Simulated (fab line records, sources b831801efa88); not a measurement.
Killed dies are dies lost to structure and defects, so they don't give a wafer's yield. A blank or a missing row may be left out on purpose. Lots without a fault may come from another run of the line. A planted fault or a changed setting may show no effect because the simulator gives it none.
fab line records | flow gf180mcu
record lots=24 wafers=72 last_day=35
route steps=602 shown V1@338 M2@363 M4@461 V4@499
lots that met no fault: from a run of the same line without faults
start_h: hours from the record's first day to the start of the lot's first wafer shown | wait_h: hours since the lot's step before | " the same as in the row above | L1.1+2: a row that stands for several wafers | - no value, or no start given | * or withheld: withheld | < > ~ a bound
route shown NAME@n: a module of which the file shows steps, and the number in the route of the first | usual: mean/standard deviation of fault-free wafers | same: alike in all rows | chamber/n: place in a boat | sites: the reading at each site | _std_site: their standard deviation | _edge_site: outer sites' mean less inner sites' | radius_mm: how far each site lies from the wafer's centre | mask NAME#n: copy n | behind: the tool/chamber that last shaped the wafer | hold: why the lot was held/for how many hours/how that ended | device: the transistor (n, p or np) that didn't switch | end of line: the same wafers' tests at the end of the route | a step without rows: its recipe alone | killed: dies lost to structure and defects at the first sort, not the wafer's yield | map: a wafer's dies, x killed, . not, _ none there
set.NAME: the setting as run; set.NAME@STEP: as run at that earlier step | model.NAME: the simulator's own value behind a step, which no gauge read
steps of the route over a sample of lots; a table a step, a row a wafer
services: from which hour (start_h, from the record's first day; less than 0 if before it) a tool's chamber was out of use, for how many hours, and why
## steps
# step GF_V1_THK_MEAS_03
# recipe reads=SiO2_of_V1_CVD_02
# usual V1_CVD_02_THK=848/12
# columns lot.wafer tool chamber start_h wait_h V1_CVD_02_THK[nm]
L074.1 film_metro-02 - 397.85 0.0 845
L074.4 " - " " 853
L074.5 " - " " 860
L075.2 film_metro-03 - 404.31 0.0 859
L075.4 " - " " 858
L075.5 " - " " 866
L076.1 film_metro-02 - 409.49 0.0 858
L076.3 " - " " 854
L076.4 " - " " 874
L077.1 film_metro-04 - 430.21 0.0 825
L077.3 " - " " 820
L077.6 " - " " 829
L078.1 film_metro-02 - 439.70 0.0 834
L078.2 " - " " 832
L078.5 " - " " 851
L079.1 film_metro-02 - 451.86 0.0 831
L079.2 " - " " 848
L079.6 " - " " 862
L080.3 film_metro-04 - 460.98 0.1 825
L080.4 " - " " 841
L080.6 " - " " 845
L081.2 film_metro-04 - 473.27 0.0 841
L081.3 " - " " 841
L081.4 " - " " 851
L082.1 film_metro-03 - 473.28 0.0 833
L082.4 " - " " 860
L082.5 " - " " 851
L083.3 film_metro-02 - 479.83 0.1 839
L083.4 " - " " 853
L083.6 " - " " 858
L084.2 film_metro-02 - 497.88 0.0 848
L084.3 " - " " 835
L084.5 " - " " 850
L085.1 film_metro-03 - 501.13 0.1 839
L085.3 " - " " 827
L085.4 " - " " 850
L086.1 film_metro-04 - 511.01 0.0 848
L086.3 " - " " 850
L086.5 " - " " 865
L087.2 film_metro-02 - 518.35 0.0 848
L087.3 " - " " 848
L087.5 " - " " 860
L088.2 film_metro-02 - 528.17 0.0 845
L088.3 " - " " 833
L088.5 " - " " 872
L089.1 film_metro-02 - 534.47 0.0 838
L089.4 " - " " 850
L089.6 " - " " 844
L090.3 film_metro-02 - 554.65 0.2 844
L090.4 " - " " 858
L090.6 " - " " 852
L091.2 film_metro-04 - 554.90 0.0 837
L091.3 " - " " 846
L091.5 " - " " 853
L092.2 film_metro-04 - 558.20 0.0 855
L092.3 " - " " 858
L092.6 " - " " 870
L093.1 film_metro-02 - 564.33 0.0 851
L093.4 " - " " 852
L093.5 " - " " 858
L094.3 film_metro-04 - 573.47 0.1 831
L094.4 " - " " 839
L094.6 " - " " 856
L095.2 film_metro-04 - 580.34 0.1 830
L095.3 " - " " 845
L095.6 " - " " 843
L096.1 film_metro-02 - 601.39 0.0 852
L096.2 " - " " 850
L096.3 " - " " 844
L097.2 film_metro-04 - 603.00 0.0 858
L097.4 " - " " 856
L097.5 " - " " 871
# step GF_M2_SPUTTER_01
# recipe material=TiN target_thk_nm=30 power_w=6500 time_s=25 chamber_pressure_pa=0.4
# usual throttle_valve_pct=30.5/1.2
# columns lot.wafer tool chamber start_h wait_h throttle_valve_pct
L074.1 pvd_sputter-04 - 423.40 0.1 31.0
L074.4 " - " " 32.2
L074.5 " - " " 32.2
L075.2 pvd_sputter-04 - 430.34 0.1 32.2
L075.4 " - " " 31.1
L075.5 " - " " 31.0
L076.1 pvd_sputter-04 - 435.73 0.1 31.1
L076.3 " - " " 28.5
L076.4 " - " " 32.4
L077.1 pvd_sputter-03 - 455.87 0.1 30.6
L077.3 " - " " 30.5
L077.6 " - " " 30.3
L078.1 pvd_sputter-02 - 466.69 0.1 28.9
L078.2 " - " " 29.0
L078.5 " - " " 30.8
L079.1 pvd_sputter-03 - 478.57 0.1 30.9
L079.2 " - " " 30.9
L079.6 " - " " 30.8
L080.3 pvd_sputter-04 - 487.41 0.1 31.1
L080.4 " - " " 31.2
L080.6 " - " " 30.9
L081.2 pvd_sputter-02 - 500.08 0.1 29.0
L081.3 " - " " 30.6
L081.4 " - " " 29.5
L082.1 pvd_sputter-03 - 500.28 0.1 30.7
L082.4 " - " " 30.4
L082.5 " - " " 30.9
L083.3 pvd_sputter-04 - 506.00 0.1 30.9
L083.4 " - " " 31.2
L083.6 " - " " 32.5
L084.2 pvd_sputter-02 - 522.73 0.1 30.7
L084.3 " - " " 29.8
L084.5 " - " " 28.8
L085.1 pvd_sputter-03 - 527.40 0.1 31.0
L085.3 " - " " 30.5
L085.4 " - " " 31.2
L086.1 pvd_sputter-04 - 536.26 0.1 30.9
L086.3 " - " " 32.6
L086.5 " - " " 31.3
L087.2 pvd_sputter-04 - 543.29 0.1 28.2
L087.3 " - " " 31.5
L087.5 " - " " 31.0
L088.2 pvd_sputter-02 - 552.74 0.1 29.0
L088.3 " - " " 28.9
L088.5 " - " " 29.2
L089.1 pvd_sputter-02 - 558.99 0.1 29.0
L089.4 " - " " 29.8
L089.6 " - " " 30.0
L090.3 pvd_sputter-04 - 578.82 0.1 28.4
L090.4 " - " " 32.4
L090.6 " - " " 31.0
L091.2 pvd_sputter-02 - 579.72 0.1 28.6
L091.3 " - " " 29.2
L091.5 " - " " 30.8
L092.2 pvd_sputter-04 - 583.02 0.1 28.4
L092.3 " - " " 30.8
L092.6 " - " " 31.2
L093.1 pvd_sputter-02 - 588.01 0.1 29.9
L093.4 " - " " 29.2
L093.5 " - " " 29.8
L094.3 pvd_sputter-04 - 599.83 0.1 31.1
L094.4 " - " " 28.4
L094.6 " - " " 32.3
L095.2 pvd_sputter-04 - 605.27 0.1 30.9
L095.3 " - " " 31.3
L095.6 " - " " 28.7
L096.1 pvd_sputter-03 - 624.59 0.1 30.6
L096.2 " - " " 31.1
L096.3 " - " " 30.9
L097.2 pvd_sputter-02 - 626.12 0.1 30.8
L097.4 " - " " 29.5
L097.5 " - " " 29.6
# step GF_M2_SPUTTER_04
# recipe material=TiN target_thk_nm=50 power_w=6500 time_s=41.7 chamber_pressure_pa=0.4
# usual throttle_valve_pct=30.4/1.2
# columns lot.wafer tool chamber start_h wait_h throttle_valve_pct
L074.1 pvd_sputter-04 - 423.48 0.0 30.9
L074.4 " - " " 32.5
L074.5 " - " " 32.5
L075.2 pvd_sputter-04 - 430.42 0.0 32.5
L075.4 " - " " 31.0
L075.5 " - " " 31.0
L076.1 pvd_sputter-04 - 435.81 0.0 30.9
L076.3 " - " " 28.6
L076.4 " - " " 32.3
L077.1 pvd_sputter-03 - 455.96 0.0 30.6
L077.3 " - " " 30.0
L077.6 " - " " 30.2
L078.1 pvd_sputter-02 - 466.77 0.0 29.3
L078.2 " - " " 28.8
L078.5 " - " " 30.9
L079.1 pvd_sputter-03 - 478.65 0.0 31.2
L079.2 " - " " 30.7
L079.6 " - " " 30.6
L080.3 pvd_sputter-04 - 487.49 0.0 31.1
L080.4 " - " " 31.0
L080.6 " - " " 30.9
L081.2 pvd_sputter-02 - 500.16 0.0 28.8
L081.3 " - " " 30.9
L081.4 " - " " 29.8
L082.1 pvd_sputter-03 - 500.36 0.0 30.9
L082.4 " - " " 31.0
L082.5 " - " " 30.4
L083.3 pvd_sputter-04 - 506.09 0.0 30.9
L083.4 " - " " 31.2
L083.6 " - " " 32.6
L084.2 pvd_sputter-02 - 522.81 0.0 30.6
L084.3 " - " " 29.4
L084.5 " - " " 29.2
L085.1 pvd_sputter-03 - 527.48 0.0 31.1
L085.3 " - " " 30.5
L085.4 " - " " 31.1
L086.1 pvd_sputter-04 - 536.34 0.0 30.8
L086.3 " - " " 32.4
L086.5 " - " " 31.2
L087.2 pvd_sputter-04 - 543.37 0.0 28.6
L087.3 " - " " 31.1
L087.5 " - " " 31.0
L088.2 pvd_sputter-02 - 552.82 0.0 29.3
L088.3 " - " " 28.9
L088.5 " - " " 29.3
L089.1 pvd_sputter-02 - 559.07 0.0 29.3
L089.4 " - " " 29.7
L089.6 " - " " 29.8
L090.3 pvd_sputter-04 - 578.90 0.0 28.5
L090.4 " - " " 32.5
L090.6 " - " " 31.1
L091.2 pvd_sputter-02 - 579.80 0.0 28.9
L091.3 " - " " 29.2
L091.5 " - " " 30.9
L092.2 pvd_sputter-04 - 583.10 0.0 28.4
L092.3 " - " " 31.0
L092.6 " - " " 30.7
L093.1 pvd_sputter-02 - 588.09 0.0 29.6
L093.4 " - " " 28.9
L093.5 " - " " 29.6
L094.3 pvd_sputter-04 - 599.91 0.0 31.1
L094.4 " - " " 28.7
L094.6 " - " " 32.3
L095.2 pvd_sputter-04 - 605.35 0.0 31.3
L095.3 " - " " 31.2
L095.6 " - " " 28.6
L096.1 pvd_sputter-03 - 624.67 0.0 30.8
L096.2 " - " " 31.0
L096.3 " - " " 30.5
L097.2 pvd_sputter-02 - 626.20 0.0 30.7
L097.4 " - " " 29.6
L097.5 " - " " 29.7
# step GF_M2_RS_MEAS_05
# recipe thk_meas_gauge=four-point-probe reads=TiN_of_M2_SPUTTER_04+Ti_of_M2_SPUTTER_03+AlCu_of_M2_SPUTTER_02+TiN_of_M2_SPUTTER_01+Ti_of_M2_SPUTTER_00
# usual M2_ALCU_RS=0.0690/0.00058
# columns lot.wafer tool chamber start_h wait_h M2_ALCU_RS[ohm/sq]
L074.1 film_metro-04 - 423.52 0.0 0.0685
L074.4 " - " " 0.0695
L074.5 " - " " 0.0692
L075.2 film_metro-04 - 430.48 0.0 0.0696
L075.4 " - " " 0.0697
L075.5 " - " " 0.0690
L076.1 film_metro-03 - 435.85 0.0 0.0688
L076.3 " - " " 0.0686
L076.4 " - " " 0.0695
L077.1 film_metro-01 - 456.00 0.0 0.0694
L077.3 " - " " 0.0697
L077.6 " - " " 0.0701
L078.1 film_metro-03 - 466.81 0.0 0.0682
L078.2 " - " " 0.0694
L078.5 " - " " 0.0690
L079.1 film_metro-01 - 478.69 0.0 0.0689
L079.2 " - " " 0.0692
L079.6 " - " " 0.0692
L080.3 film_metro-03 - 487.57 0.1 0.0687
L080.4 " - " " 0.0691
L080.6 " - " " 0.0695
L081.2 film_metro-04 - 500.22 0.0 0.0693
L081.3 " - " " 0.0685
L081.4 " - " " 0.0691
L082.1 film_metro-03 - 500.40 0.0 0.0694
L082.4 " - " " 0.0691
L082.5 " - " " 0.0701
L083.3 film_metro-04 - 506.17 0.1 0.0683
L083.4 " - " " 0.0682
L083.6 " - " " 0.0690
L084.2 film_metro-04 - 522.87 0.0 0.0693
L084.3 " - " " 0.0686
L084.5 " - " " 0.0695
L085.1 film_metro-01 - 527.52 0.0 0.0686
L085.3 " - " " 0.0692
L085.4 " - " " 0.0691
L086.1 film_metro-01 - 536.38 0.0 0.0689
L086.3 " - " " 0.0689
L086.5 " - " " 0.0680
L087.2 film_metro-04 - 543.43 0.0 0.0685
L087.3 " - " " 0.0693
L087.5 " - " " 0.0693
L088.2 film_metro-03 - 552.88 0.0 0.0689
L088.3 " - " " 0.0704
L088.5 " - " " 0.0697
L089.1 film_metro-03 - 559.11 0.0 0.0696
L089.4 " - " " 0.0701
L089.6 " - " " 0.0699
L090.3 film_metro-04 - 578.98 0.1 0.0690
L090.4 " - " " 0.0697
L090.6 " - " " 0.0685
L091.2 film_metro-03 - 579.86 0.0 0.0682
L091.3 " - " " 0.0681
L091.5 " - " " 0.0683
L092.2 film_metro-03 - 583.16 0.0 0.0687
L092.3 " - " " 0.0688
L092.6 " - " " 0.0688
L093.1 film_metro-01 - 588.13 0.0 0.0694
L093.4 " - " " 0.0689
L093.5 " - " " 0.0688
L094.3 film_metro-03 - 599.99 0.1 0.0687
L094.4 " - " " 0.0679
L094.6 " - " " 0.0680
L095.2 film_metro-04 - 605.41 0.0 0.0688
L095.3 " - " " 0.0686
L095.6 " - " " 0.0687
L096.1 film_metro-03 - 624.71 0.0 0.0695
L096.2 " - " " 0.0695
L096.3 " - " " 0.0687
L097.2 film_metro-01 - 626.26 0.0 0.0695
L097.4 " - " " 0.0694
L097.5 " - " " 0.0698
# step GF_M4_RS_MEAS_05
# recipe thk_meas_gauge=four-point-probe reads=TiN_of_M4_SPUTTER_04+Ti_of_M4_SPUTTER_03+AlCu_of_M4_SPUTTER_02+TiN_of_M4_SPUTTER_01+Ti_of_M4_SPUTTER_00
# usual M4_ALCU_RS=0.0695/0.00067
# columns lot.wafer tool chamber start_h wait_h M4_ALCU_RS[ohm/sq]
L074.1 film_metro-01 - 525.36 0.0 0.0692
L074.4 " - " " 0.0691
L074.5 " - " " 0.0690
L075.2 film_metro-04 - 532.26 0.0 0.0686
L075.4 " - " " 0.0692
L075.5 " - " " 0.0686
L076.1 film_metro-04 - 538.73 0.0 0.0691
L076.3 " - " " 0.0687
L076.4 " - " " 0.0691
L077.1 film_metro-04 - 556.63 0.0 0.0706
L077.3 " - " " 0.0710
L077.6 " - " " 0.0706
L078.1 film_metro-04 - 579.24 0.0 0.0694
L078.2 " - " " 0.0689
L078.5 " - " " 0.0696
L079.1 film_metro-03 - 581.34 0.0 0.0691
L079.2 " - " " 0.0702
L079.6 " - " " 0.0691
L080.3 film_metro-04 - 584.46 0.1 0.0684
L080.4 " - " " 0.0694
L080.6 " - " " 0.0692
L081.2 film_metro-01 - 595.89 0.0 0.0692
L081.3 " - " " 0.0697
L081.4 " - " " 0.0693
L082.1 film_metro-03 - 599.22 0.0 0.0694
L082.4 " - " " 0.0689
L082.5 " - " " 0.0689
L083.3 film_metro-03 - 601.14 0.1 0.0695
L083.4 " - " " 0.0699
L083.6 " - " " 0.0698
L084.2 film_metro-04 - 625.54 0.0 0.0701
L084.3 " - " " 0.0695
L084.5 " - " " 0.0695
L085.1 film_metro-03 - 625.89 0.0 0.0690
L085.3 " - " " 0.0700
L085.4 " - " " 0.0693
L086.1 film_metro-04 - 632.06 0.0 0.0700
L086.3 " - " " 0.0687
L086.5 " - " " 0.0688
L087.2 film_metro-04 - 634.39 0.0 0.0697
L087.3 " - " " 0.0694
L087.5 " - " " 0.0698
L088.2 film_metro-03 - 645.08 0.0 0.0699
L088.3 " - " " 0.0702
L088.5 " - " " 0.0696
L089.1 film_metro-04 - 651.61 0.0 0.0702
L089.4 " - " " 0.0707
L089.6 " - " " 0.0707
L090.3 film_metro-03 - 667.53 0.1 0.0702
L090.4 " - " " 0.0701
L090.6 " - " " 0.0707
L091.2 film_metro-04 - 669.46 0.0 0.0688
L091.3 " - " " 0.0683
L091.5 " - " " 0.0685
L092.2 film_metro-01 - 671.97 0.0 0.0705
L092.3 " - " " 0.0697
L092.6 " - " " 0.0705
L093.1 film_metro-04 - 676.56 0.0 0.0703
L093.4 " - " " 0.0706
L093.5 " - " " 0.0713
L094.3 film_metro-01 - 687.08 0.1 0.0686
L094.4 " - " " 0.0684
L094.6 " - " " 0.0688
L095.2 film_metro-01 - 692.24 0.0 0.0701
L095.3 " - " " 0.0707
L095.6 " - " " 0.0702
L096.1 film_metro-01 - 709.71 0.0 0.0690
L096.2 " - " " 0.0691
L096.3 " - " " 0.0693
L097.2 film_metro-01 - 711.83 0.0 0.0688
L097.4 " - " " 0.0686
L097.5 " - " " 0.0683
# step GF_V4_CVD_23
# recipe material=W target_thk_nm=350 time_s=104.9 temp_c=400 pressure_torr=40
# usual heater_power_outer_w=536/74 heater_power_w=884/98
# columns lot.wafer tool chamber start_h wait_h heater_power_outer_w heater_power_w
L074.1 cvd_w-01 1 578.79 0.0 632 979
L074.4 " 0 " " 557 938
L074.5 " 1 " " 624 985
L075.2 cvd_w-02 1 580.08 0.0 427 706
L075.4 " 0 " " 488 848
L075.5 " 0 " " 471 811
L076.1 cvd_w-01 1 584.47 0.0 623 988
L076.3 " 1 " " 622 1003
L076.4 " 0 " " 554 946
L077.1 cvd_w-01 0 603.30 0.0 549 939
L077.3 " 0 " " 554 914
L077.6 " 1 " " 619 976
L078.1 cvd_w-01 0 623.60 0.0 557 925
L078.2 " 1 " " 643 970
L078.5 " 0 " " 580 911
L079.1 cvd_w-01 0 625.66 0.0 574 926
L079.2 " 1 " " 621 989
L079.6 " 1 " " 631 954
L080.3 cvd_w-01 1 629.43 0.1 621 987
L080.4 " 0 " " 570 926
L080.6 " 1 " " 619 1000
L081.2 cvd_w-01 1 639.44 0.0 631 983
L081.3 " 0 " " 545 952
L081.4 " 1 " " 601 968
L082.1 cvd_w-02 0 643.29 0.0 475 843
L082.4 " 0 " " 489 842
L082.5 " 1 " " 424 722
L083.3 cvd_w-02 0 644.95 0.1 480 843
L083.4 " 1 " " 431 707
L083.6 " 1 " " 440 723
L084.2 cvd_w-01 1 668.41 0.0 627 969
L084.3 " 1 " " 618 1003
L084.5 " 1 " " 619 974
L085.1 cvd_w-01 1 668.85 0.0 627 959
L085.3 " 1 " " 625 967
L085.4 " 0 " " 576 895
L086.1 cvd_w-01 1 675.28 0.0 617 976
L086.3 " 1 " " 635 992
L086.5 " 0 " " 564 915
L087.2 cvd_w-01 1 676.34 0.0 622 992
L087.3 " 0 " " 555 969
L087.5 " 0 " " 547 944
L088.2 cvd_w-01 0 686.10 0.0 577 930
L088.3 " 1 " " 621 966
L088.5 " 1 " " 619 1004
L089.1 cvd_w-01 0 693.43 0.0 575 931
L089.4 " 0 " " 563 938
L089.6 " 1 " " 619 963
L090.3 cvd_w-02 0 708.52 0.1 490 845
L090.4 " 1 " " 427 702
L090.6 " 0 " " 486 834
L091.2 cvd_w-01 1 710.15 0.0 622 995
L091.3 " 0 " " 574 957
L091.5 " 0 " " 562 926
L092.2 cvd_w-02 1 712.93 0.0 436 739
L092.3 " 0 " " 478 818
L092.6 " 1 " " 427 733
L093.1 cvd_w-02 1 717.27 0.0 435 724
L093.4 " 1 " " 424 738
L093.5 " 1 " " 419 712
L094.3 cvd_w-02 0 725.70 0.1 474 848
L094.4 " 1 " " 426 712
L094.6 " 1 " " 437 731
L095.2 cvd_w-02 0 732.18 0.0 475 835
L095.3 " 1 " " 439 717
L095.6 " 1 " " 426 733
L096.1 cvd_w-02 1 747.47 0.0 441 704
L096.2 " 0 " " 486 862
L096.3 " 0 " " 476 855
L097.2 cvd_w-02 1 749.98 0.0 425 720
L097.4 " 1 " " 432 742
L097.5 " 0 " " 479 866
## services
# columns tool chamber start_h hours kind
pvd_sputter-04 - 411.34 2.7 repair
cvd_w-02 1 421.58 3.5 repair
cvd_w-01 - 435.44 1.3 repair
pvd_sputter-02 - 493.07 5.3 repair
pvd_sputter-02 1 522.85 - consumable_replace:kit
pvd_sputter-02 1 522.85 18.0 scheduled_down
pvd_sputter-02 1 522.85 18.0 vent_cycle
cvd_w-01 1 544.27 9.4 repair
pvd_sputter-04 2 559.26 - consumable_replace:kit
pvd_sputter-04 2 559.26 18.0 scheduled_down
pvd_sputter-04 2 559.26 18.0 vent_cycle
cvd_w-01 - 565.14 0.6 repair
pvd_sputter-04 - 605.96 5.5 repair
cvd_w-01 - 634.14 2.5 repair
cvd_w-01 - 643.07 6.0 pm
pvd_sputter-03 - 656.64 1.5 repair
pvd_sputter-04 1 667.49 - consumable_replace:kit
pvd_sputter-04 1 667.49 18.0 scheduled_down
pvd_sputter-04 1 667.49 18.0 vent_cycle
pvd_sputter-02 0 672.24 - consumable_replace:kit
pvd_sputter-02 0 672.24 18.0 scheduled_down
pvd_sputter-02 0 672.24 18.0 vent_cycle
cvd_w-01 - 706.33 2.8 pm
pvd_sputter-03 - 718.88 3.1 repair
## key
fault none
